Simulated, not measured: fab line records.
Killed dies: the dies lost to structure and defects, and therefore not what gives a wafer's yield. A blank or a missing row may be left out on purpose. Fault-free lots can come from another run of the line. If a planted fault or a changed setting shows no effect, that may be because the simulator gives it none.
What tool caused it? :: flow gf180mcu :: 12 lots with 36 wafers sampled at 4 steps, on a route of 602 steps

## WHAT THE GAUGES SHOWED, per wafer
GF_HV_LDD_THK_MEAS_55.
lot: L974
measured: day 12 10:46
on: film-metro-04
HV_LDD_CVD_54_THK (nm): 10.24 10.33 10.25

lot: L975
measured: day 12 19:13
on: film-metro-03
HV_LDD_CVD_54_THK (nm): 10.17 10.27 10.06

lot: L976
measured: day 13 03:23
on: film-metro-02
HV_LDD_CVD_54_THK (nm): 9.96 9.87 10.03

lot: L979
measured: day 13 22:01
on: film-metro-02
HV_LDD_CVD_54_THK (nm): 9.90 10.01 10.09

lot: L984
measured: day 15 16:47
on: film-metro-02
HV_LDD_CVD_54_THK (nm): 9.99 10.00 9.92

lot: L985
measured: day 16 06:37
on: film-metro-04
HV_LDD_CVD_54_THK (nm): 7.24 7.19 7.35

lot: L987
measured: day 17 05:32
on: film-metro-02
HV_LDD_CVD_54_THK (nm): 10.29 10.37 10.20

lot: L988
measured: day 17 07:10
on: film-metro-03
HV_LDD_CVD_54_THK (nm): 10.16 10.08 10.14

lot: L994
measured: day 19 04:59
on: film-metro-03
HV_LDD_CVD_54_THK (nm): 10.19 10.11 10.17

lot: L995
measured: day 19 14:36
on: film-metro-03
HV_LDD_CVD_54_THK (nm): 9.87 9.86 9.75

lot: L996
measured: day 19 22:53
on: film-metro-04
HV_LDD_CVD_54_THK (nm): 9.80 9.96 9.81

lot: L997
measured: day 20 09:38
on: film-metro-02
HV_LDD_CVD_54_THK (nm): 10.13 10.01 10.13

GF_PSD_CD_MEAS_07: the cd target is 400 nm.
lot: L974
measured: day 14 04:43
on: cd-sem-01
cd-nm (nm): 400.7 398.7 397.6

lot: L975
measured: day 14 14:36
on: cd-sem-02
cd-nm (nm): 398.9 398.3 397.5

lot: L976
measured: day 14 22:09
on: cd-sem-02
cd-nm (nm): 397.4 397.0 398.4

lot: L979
measured: day 15 17:19
on: cd-sem-02
cd-nm (nm): 400.0 403.0 401.7

lot: L984
measured: day 17 15:44
on: cd-sem-01
cd-nm (nm): 397.3 398.8 394.8

lot: L985
measured: day 18 06:52
on: cd-sem-02
cd-nm (nm): 400.9 398.0 398.1

lot: L987
measured: day 19 07:15
on: cd-sem-02
cd-nm (nm): 397.4 400.8 398.3

lot: L988
measured: day 19 08:36
on: cd-sem-02
cd-nm (nm): 401.0 400.4 402.6

lot: L994
measured: day 21 07:12
on: cd-sem-02
cd-nm (nm): 402.5 401.7 402.0

lot: L995
measured: day 21 16:32
on: cd-sem-01
cd-nm (nm): 399.7 398.6 400.8

lot: L996
measured: day 21 23:59
on: cd-sem-01
cd-nm (nm): 398.4 396.1 397.4

lot: L997
measured: day 22 10:43
on: cd-sem-02
cd-nm (nm): 399.9 397.8 399.4

GF_SAB_OVL_MEAS_10.
lot: L974
measured: day 15 02:22
on: overlay-02
SAB_OVL (nm): 1.4 1.0 2.1

lot: L975
measured: day 15 12:28
on: overlay-02
SAB_OVL (nm): -0.3 0.2 -0.7

lot: L976
measured: day 15 20:27
on: overlay-02
SAB_OVL (nm): -1.5 0.2 0.6

lot: L979
measured: day 16 16:20
on: overlay-01
SAB_OVL (nm): -2.2 -1.2 -1.9

lot: L984
measured: day 18 16:09
on: overlay-01
SAB_OVL (nm): 2.3 1.8 1.3

lot: L985
measured: day 19 08:02
on: overlay-01
SAB_OVL (nm): 0.6 0.4 1.3

lot: L987
measured: day 20 07:54
on: overlay-02
SAB_OVL (nm): -0.6 -2.0 0.5

lot: L988
measured: day 20 08:58
on: overlay-01
SAB_OVL (nm): -1.2 -0.6 -0.2

lot: L994
measured: day 22 07:43
on: overlay-01
SAB_OVL (nm): 1.8 2.7 3.2

lot: L995
measured: day 22 16:30
on: overlay-01
SAB_OVL (nm): 1.5 2.1 -1.0

lot: L996
measured: day 23 01:37
on: overlay-01
SAB_OVL (nm): 1.2 2.4 0.5

lot: L997
measured: day 23 10:14
on: overlay-01
SAB_OVL (nm): 0.7 1.0 1.3

## EACH LOT AND THE TOOL THAT RAN IT (in order: tool; ch and the chambers of the sampled wafers; start)
lot: L974
GF_HV_LDD_CVD_54: lpcvd-02 ch 1, day 12 09:44

lot: L975
GF_HV_LDD_CVD_54: lpcvd-02 ch 0, day 12 18:11

lot: L976
GF_HV_LDD_CVD_54: lpcvd-02 ch 0, day 13 01:51

lot: L979
GF_HV_LDD_CVD_54: lpcvd-02 ch 0, day 13 20:59

lot: L984
GF_HV_LDD_CVD_54: lpcvd-01 ch 1, day 15 15:46

lot: L985
GF_HV_LDD_CVD_54: lpcvd-02 ch 1, day 16 04:18

lot: L987
GF_HV_LDD_CVD_54: lpcvd-01 ch 0, day 17 04:31

lot: L988
GF_HV_LDD_CVD_54: lpcvd-01 ch 0, day 17 06:08

lot: L994
GF_HV_LDD_CVD_54: lpcvd-01 ch 1, day 19 03:58

lot: L995
GF_HV_LDD_CVD_54: lpcvd-02 ch 1, day 19 13:35

lot: L996
GF_HV_LDD_CVD_54: lpcvd-02 ch 1, day 19 21:21

lot: L997
GF_HV_LDD_CVD_54: lpcvd-01 ch 1, day 20 08:36
- GF_HV_LDD_CVD_54: deposits SiO2 from TEOS, target thk 10 nm, time 75 s.

## WHAT THE TOOLS THEMSELVES READ (means of the sampled wafers that have a number; where no wafer has one, the mark that the record gives instead)
GF_HV_LDD_CVD_54.
lot: L974
tool: lpcvd-02
pressure-mtorr (mTorr): 399.4
spike-tc-centre-C (C): 678.9
susceptor-temp-C (C): 680.06
zone-power-centre-pct (%): 9.9

lot: L975
tool: lpcvd-02
pressure-mtorr (mTorr): 400.6
spike-tc-centre-C (C): 679.9
susceptor-temp-C (C): 680.00
zone-power-centre-pct (%): 12.3

lot: L976
tool: lpcvd-02
pressure-mtorr (mTorr): 399.2
spike-tc-centre-C (C): 678.7
susceptor-temp-C (C): 679.89
zone-power-centre-pct (%): 12.4

lot: L979
tool: lpcvd-02
pressure-mtorr (mTorr): 400.9
spike-tc-centre-C (C): 679.8
susceptor-temp-C (C): 680.21
zone-power-centre-pct (%): 12.3

lot: L984
tool: lpcvd-01
pressure-mtorr (mTorr): 399.5
spike-tc-centre-C (C): 678.6
susceptor-temp-C (C): 679.92
zone-power-centre-pct (%): 9.2

lot: L985
tool: lpcvd-02
pressure-mtorr (mTorr): 400.4
spike-tc-centre-C (C): 678.3
susceptor-temp-C (C): 679.90
zone-power-centre-pct (%): 9.9

lot: L987
tool: lpcvd-01
pressure-mtorr (mTorr): 399.6
spike-tc-centre-C (C): 678.5
susceptor-temp-C (C): 679.78
zone-power-centre-pct (%): 12.7

lot: L988
tool: lpcvd-01
pressure-mtorr (mTorr): 400.5
spike-tc-centre-C (C): 680.0
susceptor-temp-C (C): 679.81
zone-power-centre-pct (%): 12.6

lot: L994
tool: lpcvd-01
pressure-mtorr (mTorr): 399.5
spike-tc-centre-C (C): 679.4
susceptor-temp-C (C): 679.98
zone-power-centre-pct (%): 9.2

lot: L995
tool: lpcvd-02
pressure-mtorr (mTorr): 400.5
spike-tc-centre-C (C): 678.7
susceptor-temp-C (C): 679.93
zone-power-centre-pct (%): 9.9

lot: L996
tool: lpcvd-02
pressure-mtorr (mTorr): 399.1
spike-tc-centre-C (C): 679.6
susceptor-temp-C (C): 679.78
zone-power-centre-pct (%): 9.9

lot: L997
tool: lpcvd-01
pressure-mtorr (mTorr): 400.0
spike-tc-centre-C (C): 679.1
susceptor-temp-C (C): 680.11
zone-power-centre-pct (%): 9.3

## THE ANSWER, worked out from the rows above alone
Rule: the usual values come from the lots themselves. The widest of any qualifying gaps counts: lots, ordered by their means at a reading, are off when they make up no more than a third of the lots, leave a main group of 4 or more, and stand apart from it by 3 or more times the standard deviation of that group's means. If all means in a main group match to the digits the tables above print for the reading, that group is not used. Also off: a lot with no number at a reading for which 4 or more lots have one. The other lots that the step has rows for count as sound. Order of review: gauges by route order, followed by the tools' own readings, for which a lot's mean as printed above is used. At the first step where some lot is off, the reading lying furthest off is the one used; lots without a number count as furthest.
Off: L985, at GF_HV_LDD_THK_MEAS_55 (HV_LDD_CVD_54_THK). The main group has a mean of 10.06 nm with a standard deviation of 0.15.
A tool fits if, at a process step before that reading, it ran every lot that is off, and no sound lot after the first of them. Those tools and the gauges at GF_HV_LDD_THK_MEAS_55 are tried in the same way. Of those tried, none fits.

## WHAT HAD BEEN PUT IN BY THE SIMULATOR
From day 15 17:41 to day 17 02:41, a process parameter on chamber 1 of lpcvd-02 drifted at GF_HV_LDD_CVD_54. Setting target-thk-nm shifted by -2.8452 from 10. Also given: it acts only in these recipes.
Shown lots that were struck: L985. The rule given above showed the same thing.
